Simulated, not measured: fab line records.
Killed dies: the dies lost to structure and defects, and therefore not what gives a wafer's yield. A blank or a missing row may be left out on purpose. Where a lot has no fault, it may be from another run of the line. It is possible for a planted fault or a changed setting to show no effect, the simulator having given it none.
Which tool is to blame? | flow sky130 | Sampling: 10 lots, 30 wafers, 3 of 708 route steps

WHAT THE GAUGES SHOWED, per wafer
SKY_METAL1_RS_MEAS_05: uses a four-point probe to measure.
lot  | measured     | on           | METAL1_ALCU_RS (ohm/sq)
L959 | day 31 23:19 | filmMetro-02 | 0.1284 0.1279 0.1255
L960 | day 32 06:18 | filmMetro-02 | 0.1268 0.1298 0.1300
L963 | day 33 16:25 | filmMetro-02 | 0.1271 0.1252 0.1250
L966 | day 34 03:26 | filmMetro-02 | 0.1272 0.1293 0.1286
L970 | day 35 18:28 | filmMetro-04 | 0.2569 0.2567 0.2559
L971 | day 35 23:29 | filmMetro-04 | 0.2489 0.2471 0.2423
L972 | day 36 06:39 | filmMetro-03 | 0.1252 0.1249 0.1268
L974 | day 36 14:40 | filmMetro-04 | 0.2496 0.2471 0.2450
L977 | day 37 19:34 | filmMetro-04 | 0.1259 0.1262 0.1276
L982 | day 38 18:44 | filmMetro-02 | 0.1284 0.1268 0.1270

EACH LOT AND THE TOOL THAT RAN IT (in order: tool; ch and the chambers of the sampled wafers; start)
lot  | SKY_CONTACT_STRIP_19                | SKY_METAL1_SPUTTER_02
L959 | plasmaAsher-03 ch 0,1, day 31 21:52 | pvdSputter-03, day 31 23:12
L960 | plasmaAsher-01 ch 0,1, day 32 04:54 | pvdSputter-01, day 32 06:11
L963 | plasmaAsher-02 ch 0,1, day 33 14:40 | pvdSputter-03, day 33 16:19
L966 | plasmaAsher-02 ch 0,1, day 34 01:28 | pvdSputter-01, day 34 03:20
L970 | plasmaAsher-01 ch 0,1, day 35 17:05 | pvdSputter-01, day 35 18:20
L971 | plasmaAsher-02 ch 0,1, day 35 22:04 | pvdSputter-01, day 35 23:24
L972 | plasmaAsher-03 ch 0,1, day 36 05:16 | pvdSputter-02, day 36 06:31
L974 | plasmaAsher-02 ch 0,1, day 36 13:16 | pvdSputter-01, day 36 14:34
L977 | plasmaAsher-03 ch 0, day 37 18:09   | pvdSputter-03, day 37 19:28
L982 | plasmaAsher-01 ch 0,1, day 38 17:17 | pvdSputter-02, day 38 18:39
- SKY_CONTACT_STRIP_19: strips in O2/N2.
- SKY_METAL1_SPUTTER_02: material AlCu, target thk 250 nm, time 13.3 s.

THE ANSWER, worked out from the rows above alone
Rule: usual is defined by the lots themselves. The widest of any qualifying gaps counts: lots, ordered by their means at a reading, are off when they make up no more than a third of the lots, leave a main group of 4 or more, and stand apart from it by 3 or more times the standard deviation of that group's means. The tables above print the reading to a certain number of digits; a main group whose means all agree to those digits is not used. A lot without any number at a reading at which 4 lots or more have one is off too. Any other lot the step has rows for is counted as sound.
Off: at SKY_METAL1_RS_MEAS_05 (METAL1_ALCU_RS), L970, L971, L974. The main group: mean 0.1271 ohm/sq, standard deviation 0.0011.
A tool fits if, at a process step before that reading, it ran every lot that is off, and no sound lot after the first of them. Gauges at SKY_METAL1_RS_MEAS_05: tried the same way as those tools. One candidate fits, namely pvdSputter-01 at SKY_METAL1_SPUTTER_02. A fault onset in the window from L966 (day 34 03:20, its last sound lot) to L970 (day 35 18:20, its first lot off) fits.

WHAT THE SIMULATOR HAD PUT IN
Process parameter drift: pvdSputter-01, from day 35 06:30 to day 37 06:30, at SKY_METAL1_SPUTTER_02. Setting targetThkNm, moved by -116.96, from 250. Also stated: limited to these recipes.
Lots struck among those shown: L970, L971, L974. The rule above reached the same finding.
